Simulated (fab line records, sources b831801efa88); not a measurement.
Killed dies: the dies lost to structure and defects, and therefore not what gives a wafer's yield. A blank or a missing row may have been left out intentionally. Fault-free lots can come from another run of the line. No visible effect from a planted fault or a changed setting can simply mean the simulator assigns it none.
Chamber matching | flow gf180mcu | GF_V3_CMP_04 on cmp-01 has 4 sister chambers
The step polishes SiO2. 14 wafers are shown with their chamber, then 7 later ones without.

== WAFERS, EACH WITH ITS CHAMBER ==
wafer  | chamber | time to endpoint s (s) | motor current A (A) | head pressure psi (psi)
L300.2 | 1       | 64                     | 12.6                | 4.010
L300.3 | 2       | 70                     | 11.8                | 4.017
L300.6 | 0       | 78                     | 12.3                | 3.986
L309.1 | 0       | 82                     | 13.1                | 4.000
L309.3 | 3       | 84                     | 12.9                | 3.987
L309.5 | 0       | 82                     | 12.7                | 3.987
L310.2 | 0       | 81                     | 12.3                | 4.004
L310.5 | 2       | 85                     | 12.6                | 3.990
L310.6 | 1       | 78                     | 11.7                | 4.001
L312.1 | 3       | 81                     | 13.0                | 3.993
L312.5 | 3       | 85                     | 12.7                | 3.998
L312.6 | 0       | 83                     | 12.5                | 4.003
L314.1 | 3       | 82                     | 12.8                | 3.988
L314.3 | 2       | 71                     | 12.2                | 4.012

SIGNATURES (averages over the wafers above)
reading            | chamber 0 | chamber 1 | chamber 2 | chamber 3 | scatter within a chamber
time to endpoint s | 81.20     | 71.00     | 75.33     | 83.00     | 5.13
motor current A    | 12.580    | 12.150    | 12.200    | 12.850    | 0.35
head pressure psi  | 3.99600   | 4.00550   | 4.00633   | 3.99150   | 0.00917
Rule: distance of a wafer from a chamber = root of the sum over the readings of ((wafer's reading minus chamber's mean) / reading's scatter) squared. The wafer belongs to the nearest chamber; if the next one is less than 2 further off, it can't be placed. The scatter: the root of (the sum of the squares of (reading less its chamber's mean) over the shown wafers, divided by (wafers less chambers)).

== WAFERS WITH NO CHAMBER GIVEN ==
wafer  | time to endpoint s (s) | motor current A (A) | head pressure psi (psi)
L314.4 | 78                     | 12.4                | 4.013
L315.2 | 75                     | 11.9                | 4.000
L315.3 | 73                     | 13.1                | 4.008
L315.6 | 78                     | 12.2                | 3.982
L317.1 | 79                     | 12.6                | 3.991
L317.2 | 76                     | 12.3                | 4.003
L317.5 | 81                     | 12.4                | 3.992

== THE CHAMBER EACH PASSED THROUGH ==
wafer  | from the rows above               | in truth
L314.4 | can't be placed: 2 or 1 or 0 or 3 | 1
L315.2 | can't be placed: 2 or 1 or 0      | 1
L315.3 | can't be placed: 0 or 2 or 3 or 1 | 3
L315.6 | can't be placed: 0 or 3 or 2 or 1 | 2
L317.1 | can't be placed: 0 or 3 or 2 or 1 | 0
L317.2 | can't be placed: 2 or 1 or 0 or 3 | 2
L317.5 | can't be placed: 0 or 3 or 2 or 1 | 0
Correctly placed: 0 of 7. From these rows, 7 cannot be placed; in 7 the true chamber is one of the candidates. Number placed wrongly: 0.
